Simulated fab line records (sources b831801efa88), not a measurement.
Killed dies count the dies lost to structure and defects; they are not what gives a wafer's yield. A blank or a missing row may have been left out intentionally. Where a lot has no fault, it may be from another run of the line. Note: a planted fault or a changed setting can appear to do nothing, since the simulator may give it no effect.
Which tool was responsible? -- flow sky130 -- 72 wafers from 24 lots sampled at 6 of the route's 708 steps

## WHAT EACH GAUGE READ, for each wafer
SKY_METAL2_RS_MEAS_05: the measuring method here is four-point-probe.
lot,measured,on,METAL2_ALCU_RS (ohm/sq)
L074,day 34 06:35,film_metro-02,0.1281 0.1274 0.1274
L075,day 34 11:28,film_metro-04,0.1262 0.1237 0.1263
L076,day 34 16:16,film_metro-04,0.1264 0.1274 0.1273
L077,day 34 23:14,film_metro-02,0.1268 0.1251 0.1264
L078,day 35 06:31,film_metro-02,0.1265 0.1275 0.1263
L079,day 35 15:08,film_metro-02,0.1270 0.1269 0.1262
L080,day 35 23:02,film_metro-03,0.1257 0.1272 0.1266
L081,day 36 19:23,film_metro-03,0.1263 0.1262 0.1259
L082,day 36 21:33,film_metro-03,0.1254 0.1268 0.1262
L083,day 36 22:08,film_metro-03,0.1265 0.1255 0.1262
L084,day 37 01:50,film_metro-02,0.1252 0.1270 0.1264
L085,day 37 11:39,film_metro-02,0.1283 0.1286 0.1289
L086,day 37 21:04,film_metro-03,0.1282 0.1279 0.1272
L087,day 38 09:25,film_metro-04,0.1287 0.1284 0.1285
L088,day 38 11:14,film_metro-03,0.1261 0.1266 0.1260
L089,day 38 18:31,film_metro-04,0.1268 0.1276 0.1273
L090,day 39 00:33,film_metro-03,0.1259 0.1269 0.1271
L091,day 39 11:24,film_metro-02,0.1275 0.1264 0.1260
L092,day 39 16:58,film_metro-02,0.1261 0.1255 0.1250
L093,day 39 18:53,film_metro-03,0.1250 0.1251 0.1247
L094,day 40 03:25,film_metro-03,0.1279 0.1269 0.1271
L095,day 40 12:23,film_metro-04,0.1274 0.1289 0.1270
L096,day 40 17:52,film_metro-03,0.1271 0.1269 0.1259
L097,day 40 23:48,film_metro-02,0.1260 0.1272 0.1267

SKY_VIA3_CD_MEAS_12 targets a cd of 200 nm.
lot,measured,on,cd_nm (nm)
L074,day 39 21:28,cd_sem-02,198.6 199.3 199.7
L075,day 40 02:04,cd_sem-01,199.2 199.4 198.7
L076,day 40 06:25,cd_sem-01,198.9 198.7 199.1
L077,day 40 11:28,cd_sem-02,199.2 198.1 198.8
L078,day 40 20:20,cd_sem-01,199.8 199.3 198.8
L079,day 41 03:10,cd_sem-01,201.4 202.4 203.1
L080,day 41 10:48,cd_sem-02,200.0 198.0 199.9
L081,day 42 05:57,cd_sem-02,197.6 198.3 197.3
L082,day 42 06:21,cd_sem-01,200.4 199.2 199.7
L083,day 42 07:23,cd_sem-02,199.9 200.4 199.5
L084,day 42 10:17,cd_sem-02,199.8 200.4 200.4
L085,day 42 19:44,cd_sem-02,200.1 200.5 199.6
L086,day 43 02:59,cd_sem-02,201.1 200.1 200.7
L087,day 43 15:14,cd_sem-01,199.7 199.5 199.8
L088,day 43 15:24,cd_sem-02,200.1 199.9 200.4
L089,day 43 23:53,cd_sem-01,199.7 198.6 199.5
L090,day 44 03:33,cd_sem-02,200.8 198.8 200.4
L091,day 44 12:54,cd_sem-01,199.0 198.7 199.4
L092,day 44 20:01,cd_sem-02,199.8 199.4 199.1
L093,day 44 21:23,cd_sem-02,201.1 200.9 201.6
L094,day 45 03:55,cd_sem-01,201.5 200.3 200.7
L095,day 45 12:29,cd_sem-02,200.5 200.3 200.0
L096,day 45 18:52,cd_sem-01,202.0 201.9 200.0
L097,day 45 23:57,cd_sem-01,199.8 198.8 199.0

SKY_CAP2M_RS_MEAS_03: the measuring method here is four-point-probe.
lot,measured,on,CAP2M_TIN_RS (ohm/sq)
L074,day 39 23:20,film_metro-03,6.98 6.96 6.97
L075,day 40 03:56,film_metro-04,6.85 6.92 6.85
L076,day 40 08:20,film_metro-02,7.06 7.05 6.99
L077,day 40 13:20,film_metro-02,7.00 7.04 7.01
L078,day 40 22:16,film_metro-03,6.96 6.92 7.04
L079,day 41 05:02,film_metro-03,6.88 7.01 6.98
L080,day 41 12:41,film_metro-03,6.95 6.96 6.97
L081,day 42 07:51,film_metro-04,6.99 7.04 7.01
L082,day 42 08:15,film_metro-02,6.96 6.90 6.94
L083,day 42 09:16,film_metro-03,6.92 6.85 6.89
L084,day 42 12:10,film_metro-04,6.97 6.92 6.95
L085,day 42 21:38,film_metro-03,7.03 6.98 7.04
L086,day 43 04:51,film_metro-04,7.08 7.06 7.03
L087,day 43 17:07,film_metro-04,6.97 6.92 6.93
L088,day 43 17:19,film_metro-03,6.89 6.96 6.91
L089,day 44 01:46,film_metro-02,6.99 6.99 6.97
L090,day 44 05:40,film_metro-02,6.91 6.98 6.97
L091,day 44 14:46,film_metro-03,7.02 7.07 7.07
L092,day 44 21:52,film_metro-03,6.87 6.90 6.88
L093,day 44 23:14,film_metro-04,6.83 6.89 6.79
L094,day 45 05:49,film_metro-03,6.92 6.94 6.93
L095,day 45 14:23,film_metro-02,6.96 6.94 6.92
L096,day 45 20:46,film_metro-03,6.83 6.84 6.94
L097,day 46 01:55,film_metro-03,6.95 6.95 6.97

## WHICH TOOL RAN EACH LOT (tool, then ch and the chambers of the sampled wafers, then the start)
lot,SKY_VIA1_ETCH_14,SKY_VIA2_STRIP_16,SKY_VIA3_SPUTTER_20
L074,"rie_diel-03 ch 0,2, day 34 05:05","plasma_asher-04 ch 0,1, day 36 12:55","pvd_sputter-04, day 39 22:17"
L075,"rie_diel-03 ch 0,1,2, day 34 09:57","plasma_asher-02 ch 0, day 36 17:46","pvd_sputter-04, day 40 02:55"
L076,"rie_diel-01 ch 0,1,3, day 34 14:45","plasma_asher-04 ch 0, day 36 23:11","pvd_sputter-02, day 40 07:19"
L077,"rie_diel-03 ch 0,1,2, day 34 21:45","plasma_asher-02 ch 0, day 37 04:25","pvd_sputter-01, day 40 12:18"
L078,"rie_diel-01 ch 0,2,3, day 35 05:02","plasma_asher-04 ch 0,1, day 37 13:48","pvd_sputter-02, day 40 21:15"
L079,"rie_diel-01 ch 0,1, day 35 13:39","plasma_asher-04 ch 0,1, day 37 21:38","pvd_sputter-01, day 41 04:00"
L080,"rie_diel-01 ch 1,2, day 35 21:35","plasma_asher-02 ch 0, day 38 06:03","pvd_sputter-04, day 41 11:41"
L081,"rie_diel-02 ch 0,1,3, day 36 17:53","plasma_asher-02 ch 0,1, day 39 01:22","pvd_sputter-01, day 42 06:50"
L082,"rie_diel-02 ch 0,3, day 36 20:02","plasma_asher-04 ch 0, day 39 02:45","pvd_sputter-01, day 42 07:14"
L083,"rie_diel-01 ch 0,1,2, day 36 20:41","plasma_asher-02 ch 0,1, day 39 03:19","pvd_sputter-04, day 42 08:15"
L084,"rie_diel-03 ch 0,2, day 37 00:21","plasma_asher-02 ch 0,1, day 39 06:43","pvd_sputter-02, day 42 11:10"
L085,"rie_diel-01 ch 1,3, day 37 10:09","plasma_asher-03 ch 0,1, day 39 15:56","pvd_sputter-04, day 42 20:38"
L086,"rie_diel-03 ch 2,3, day 37 19:36","plasma_asher-03 ch 0,1, day 39 23:46","pvd_sputter-02, day 43 03:50"
L087,"rie_diel-01 ch 0,1,2, day 38 07:57","plasma_asher-04 ch 0,1, day 40 12:59","pvd_sputter-02, day 43 16:05"
L088,"rie_diel-02 ch 1,2, day 38 09:45","plasma_asher-04 ch 0,1, day 40 13:41","pvd_sputter-01, day 43 16:17"
L089,"rie_diel-02 ch 0,1,2, day 38 16:57","plasma_asher-02 ch 0,1, day 40 21:50","pvd_sputter-02, day 44 00:46"
L090,"rie_diel-01 ch 2,3, day 38 23:00","plasma_asher-02 ch 0,1, day 41 02:05","pvd_sputter-04, day 44 04:31"
L091,"rie_diel-03 ch 0,2,3, day 39 09:33","plasma_asher-03 ch 0,1, day 41 12:47","pvd_sputter-04, day 44 13:46"
L092,"rie_diel-02 ch 1,2,3, day 39 15:29","plasma_asher-03 ch 0,1, day 41 18:48","pvd_sputter-01, day 44 20:50"
L093,"rie_diel-01 ch 0,1,3, day 39 17:26","plasma_asher-03 ch 0,1, day 41 21:09","pvd_sputter-04, day 44 22:14"
L094,"rie_diel-02 ch 1,2,3, day 40 01:56","plasma_asher-03 ch 0,1, day 42 05:18","pvd_sputter-02, day 45 04:47"
L095,"rie_diel-03 ch 1,2,3, day 40 10:54","plasma_asher-04 ch 0,1, day 42 14:02","pvd_sputter-02, day 45 13:22"
L096,"rie_diel-02 ch 0,3, day 40 16:21","plasma_asher-02 ch 0,1, day 42 17:59","pvd_sputter-02, day 45 19:44"
L097,"rie_diel-01 ch 1,2, day 40 22:05","plasma_asher-03 ch 0,1, day 43 01:06","pvd_sputter-04, day 46 00:53"
- SKY_VIA1_ETCH_14: etches BARC in N2/H2, stops on SiO2, time 45.9 s, target depth 60 nm.
- SKY_VIA2_STRIP_16: strips in O2/N2.
- SKY_VIA3_SPUTTER_20: material TiN, target thk 20 nm, time 80 s.

## AS READ BY THE TOOLS THEMSELVES (means over the sampled wafers that have a number; for cases with no such wafer, the mark the record gives instead)
SKY_VIA1_ETCH_14.
lot,tool,bias_w (W),drypump_motor_current_A (A),oes_product_au (a.u.),throttle_valve_pct (%)
L074,rie_diel-03,99.66,6.4,0.855,13.231
L075,rie_diel-03,100.28,6.3,0.856,13.227
L076,rie_diel-01,100.24,5.7,0.853,13.215
L077,rie_diel-03,100.04,6.3,0.854,13.227
L078,rie_diel-01,100.29,5.9,0.852,13.225
L079,rie_diel-01,100.21,5.5,0.854,13.229
L080,rie_diel-01,99.81,5.5,0.854,13.229
L081,rie_diel-02,99.83,5.6,0.855,13.223
L082,rie_diel-02,100.04,5.6,0.855,13.227
L083,rie_diel-01,100.13,5.7,0.852,13.222
L084,rie_diel-03,99.89,6.4,0.851,13.224
L085,rie_diel-01,100.09,5.6,0.855,13.229
L086,rie_diel-03,100.06,5.9,0.851,13.217
L087,rie_diel-01,100.05,5.7,0.855,13.215
L088,rie_diel-02,100.08,6.2,0.856,13.220
L089,rie_diel-02,100.21,5.8,0.854,13.232
L090,rie_diel-01,99.87,5.9,0.852,13.220
L091,rie_diel-03,99.72,6.1,0.855,13.229
L092,rie_diel-02,99.68,5.9,0.854,13.231
L093,rie_diel-01,99.76,5.6,0.855,13.235
L094,rie_diel-02,99.77,5.9,0.854,13.224
L095,rie_diel-03,100.48,6.0,0.858,13.229
L096,rie_diel-02,100.29,5.6,0.859,13.219
L097,rie_diel-01,99.87,5.5,0.853,13.222

SKY_VIA2_STRIP_16.
lot,tool,drypump_motor_current_A (A),o2_flow_sccm (sccm),oes_product_au (a.u.),strip_time_to_endpoint_s (s)
L074,plasma_asher-04,5.8,2992,0.399,4.055
L075,plasma_asher-02,5.6,2998,0.401,4.044
L076,plasma_asher-04,5.8,2992,0.398,4.054
L077,plasma_asher-02,5.6,3001,0.402,4.054
L078,plasma_asher-04,5.7,3009,0.399,4.039
L079,plasma_asher-04,5.7,3004,0.398,4.037
L080,plasma_asher-02,5.6,3009,0.397,4.072
L081,plasma_asher-02,5.9,3004,0.404,4.067
L082,plasma_asher-04,5.8,3008,0.405,4.051
L083,plasma_asher-02,5.9,3008,0.404,4.078
L084,plasma_asher-02,5.9,3002,0.395,4.061
L085,plasma_asher-03,5.3,2992,0.402,4.057
L086,plasma_asher-03,5.3,2998,0.394,4.038
L087,plasma_asher-04,5.8,2999,0.396,4.068
L088,plasma_asher-04,5.8,2984,0.398,4.057
L089,plasma_asher-02,6.1,3001,0.395,4.022
L090,plasma_asher-02,5.9,2991,0.398,4.046
L091,plasma_asher-03,5.2,2997,0.401,4.062
L092,plasma_asher-03,5.2,2993,0.399,4.060
L093,plasma_asher-03,5.3,2999,0.393,4.047
L094,plasma_asher-03,5.2,3005,0.398,4.052
L095,plasma_asher-04,5.8,2991,0.399,4.047
L096,plasma_asher-02,6.1,2989,0.393,4.045
L097,plasma_asher-03,5.3,2998,0.396,4.064

SKY_VIA3_SPUTTER_20.
lot,tool,cathode_dc_power_W (W),throttle_valve_pct (%)
L074,pvd_sputter-04,4000.1,30.3
L075,pvd_sputter-04,4000.2,30.2
L076,pvd_sputter-02,4000.6,30.2
L077,pvd_sputter-01,3999.9,29.4
L078,pvd_sputter-02,4000.1,30.5
L079,pvd_sputter-01,3999.4,29.1
L080,pvd_sputter-04,3999.4,30.5
L081,pvd_sputter-01,4000.6,29.2
L082,pvd_sputter-01,4000.5,29.1
L083,pvd_sputter-04,4000.6,29.8
L084,pvd_sputter-02,4000.0,30.1
L085,pvd_sputter-04,4000.4,30.2
L086,pvd_sputter-02,3999.3,30.7
L087,pvd_sputter-02,3999.8,30.3
L088,pvd_sputter-01,4000.8,29.5
L089,pvd_sputter-02,4000.2,29.9
L090,pvd_sputter-04,3999.5,29.4
L091,pvd_sputter-04,3999.9,30.2
L092,pvd_sputter-01,3999.4,29.4
L093,pvd_sputter-04,4000.1,29.6
L094,pvd_sputter-02,4000.2,30.0
L095,pvd_sputter-02,4000.8,30.9
L096,pvd_sputter-02,4000.1,31.8
L097,pvd_sputter-04,3999.5,29.9

## THE ANSWER, worked out from the rows above alone
Rule: the lots themselves supply what counts as usual. The widest of any qualifying gaps counts: lots, ordered by their means at a reading, are off when they make up no more than a third of the lots, leave a main group of 4 or more, and stand apart from it by 3 or more times the standard deviation of that group's means. Not used: any main group whose means are identical at the precision the tables above print for the reading. A lot without any number at a reading at which 4 lots or more have one is off too. Where the step has rows for the other lots, those lots are counted as sound. Order of review: gauges by route order, followed by the tools' own readings, for which a lot's mean as printed above is used. The first step at which some lot is off is used, and at that step the reading that is off furthest; a lot without a number counts as furthest.
No lot is off at any reading shown: from this, nothing can be told.

## WHAT WAS PUT IN BY THE SIMULATOR
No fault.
